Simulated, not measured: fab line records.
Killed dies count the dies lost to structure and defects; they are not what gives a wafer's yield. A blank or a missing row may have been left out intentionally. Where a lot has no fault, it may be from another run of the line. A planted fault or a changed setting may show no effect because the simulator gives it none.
Check of tool commonality || flow sky130 || Lots sampled 12, wafers sampled 36

## WHAT PROMPTED THE OPENING
Of 12 lots, 2 have the reading SD_N_RS flagged at SKY_SD_N_RS_MEAS_16. Fault-free wafers read 68.58 ohm/sq, with a standard deviation of 0.11.
Rule: a lot gets a flag if all its wafers with a number sit over 4 standard deviations from that mean, or if no wafer of it has a number. As for the other lots, they are considered sound.

{"lot": "L838", "measured": "day 29 07:10", "on": "film metro-04", "SD_N_RS (ohm/sq), wafer by wafer": "68.65 68.69 68.71", "flag": ""}
{"lot": "L839", "measured": "day 29 11:14", "on": "film metro-04", "SD_N_RS (ohm/sq), wafer by wafer": "68.55 68.52 68.62", "flag": ""}
{"lot": "L842", "measured": "day 30 16:32", "on": "film metro-01", "SD_N_RS (ohm/sq), wafer by wafer": "71.45 71.40 71.46", "flag": "FLAGGED"}
{"lot": "L844", "measured": "day 31 00:25", "on": "film metro-01", "SD_N_RS (ohm/sq), wafer by wafer": "71.43 71.29 71.47", "flag": "FLAGGED"}
{"lot": "L850", "measured": "day 33 02:48", "on": "film metro-04", "SD_N_RS (ohm/sq), wafer by wafer": "68.46 68.45 68.59", "flag": ""}
{"lot": "L851", "measured": "day 33 11:49", "on": "film metro-01", "SD_N_RS (ohm/sq), wafer by wafer": "68.55 68.40 68.59", "flag": ""}
{"lot": "L852", "measured": "day 33 17:28", "on": "film metro-03", "SD_N_RS (ohm/sq), wafer by wafer": "68.67 68.67 68.88", "flag": ""}
{"lot": "L853", "measured": "day 34 05:41", "on": "film metro-04", "SD_N_RS (ohm/sq), wafer by wafer": "68.56 68.60 68.80", "flag": ""}
{"lot": "L855", "measured": "day 34 10:55", "on": "film metro-04", "SD_N_RS (ohm/sq), wafer by wafer": "68.54 68.51 68.65", "flag": ""}
{"lot": "L856", "measured": "day 34 21:29", "on": "film metro-03", "SD_N_RS (ohm/sq), wafer by wafer": "68.52 68.57 68.47", "flag": ""}
{"lot": "L857", "measured": "day 35 04:04", "on": "film metro-01", "SD_N_RS (ohm/sq), wafer by wafer": "68.46 68.68 68.60", "flag": ""}
{"lot": "L858", "measured": "day 35 13:20", "on": "film metro-03", "SD_N_RS (ohm/sq), wafer by wafer": "68.45 68.50 68.58", "flag": ""}
The numbers of the flagged lots are 71.42 ohm/sq on average: +2.84 ohm/sq against the usual, or +26 standard deviations.

## WHICH TOOL RAN EACH LOT
The record keeps 1 process step preceding the reading, out of 708 steps on the route. Every cell lists first the tool, next ch and the chambers used by the sampled wafers, and last the start.
{"lot": "L838", "flag": "", "SKY_SD_N_RTA_14": "rtp anneal-01 ch 0, day 29 06:59"}
{"lot": "L839", "flag": "", "SKY_SD_N_RTA_14": "rtp anneal-02 ch 0, day 29 11:02"}
{"lot": "L842", "flag": "FLAGGED", "SKY_SD_N_RTA_14": "rtp anneal-01 ch 0, day 30 16:20"}
{"lot": "L844", "flag": "FLAGGED", "SKY_SD_N_RTA_14": "rtp anneal-01 ch 0, day 31 00:14"}
{"lot": "L850", "flag": "", "SKY_SD_N_RTA_14": "rtp anneal-01 ch 0, day 33 02:35"}
{"lot": "L851", "flag": "", "SKY_SD_N_RTA_14": "rtp anneal-02 ch 0, day 33 11:38"}
{"lot": "L852", "flag": "", "SKY_SD_N_RTA_14": "rtp anneal-01 ch 0, day 33 17:17"}
{"lot": "L853", "flag": "", "SKY_SD_N_RTA_14": "rtp anneal-01 ch 0, day 34 05:31"}
{"lot": "L855", "flag": "", "SKY_SD_N_RTA_14": "rtp anneal-01 ch 0, day 34 10:43"}
{"lot": "L856", "flag": "", "SKY_SD_N_RTA_14": "rtp anneal-02 ch 0, day 34 21:18"}
{"lot": "L857", "flag": "", "SKY_SD_N_RTA_14": "rtp anneal-01 ch 0, day 35 03:53"}
{"lot": "L858", "flag": "", "SKY_SD_N_RTA_14": "rtp anneal-02 ch 0, day 35 13:09"}
What the steps here do:
- SKY_SD_N_RTA_14: time 2 s.
- SKY_SD_N_RS_MEAS_16: measures by four-point-probe.

## FLAGGED AGAINST TOTAL, ONE TOOL AT A TIME (gauges that did the reading follow at the end)
{"step": "SKY_SD_N_RTA_14", "tool": "rtp anneal-01", "lots run": 8, "flagged": 2, "share of the flagged lots": "all", "sound lots run after its first flagged lot": "5 (L850,L852,L853,L855,L857)"}
{"step": "SKY_SD_N_RTA_14", "tool": "rtp anneal-02", "lots run": 4, "flagged": 0, "share of the flagged lots": "none", "sound lots run after its first flagged lot": "-"}
{"step": "SKY_SD_N_RS_MEAS_16", "tool": "film metro-01", "lots run": 4, "flagged": 2, "share of the flagged lots": "all", "sound lots run after its first flagged lot": "2 (L851,L857)"}
{"step": "SKY_SD_N_RS_MEAS_16", "tool": "film metro-03", "lots run": 3, "flagged": 0, "share of the flagged lots": "none", "sound lots run after its first flagged lot": "-"}
{"step": "SKY_SD_N_RS_MEAS_16", "tool": "film metro-04", "lots run": 5, "flagged": 0, "share of the flagged lots": "none", "sound lots run after its first flagged lot": "-"}

## WHAT THE TABLE PERMITS
In 2 table rows, all flagged lots were run: rtp anneal-01 (SKY_SD_N_RTA_14), film metro-01 (SKY_SD_N_RS_MEAS_16).
- rtp anneal-01 at SKY_SD_N_RTA_14: 2 of its 8 lots flagged. After the first flagged lot (L850, L852, L853, L855, L857), sound lots still ran on it; a lasting fault on the whole tool would not permit that.
- film metro-01 at SKY_SD_N_RS_MEAS_16: 2 of its 4 lots flagged. After the first flagged lot (L851, L857), sound lots still ran on it; a lasting fault on the whole tool would not permit that.
No row of the table ran every flagged lot and no sound lot after the first.

## WHAT HAD BEEN PUT IN BY THE SIMULATOR
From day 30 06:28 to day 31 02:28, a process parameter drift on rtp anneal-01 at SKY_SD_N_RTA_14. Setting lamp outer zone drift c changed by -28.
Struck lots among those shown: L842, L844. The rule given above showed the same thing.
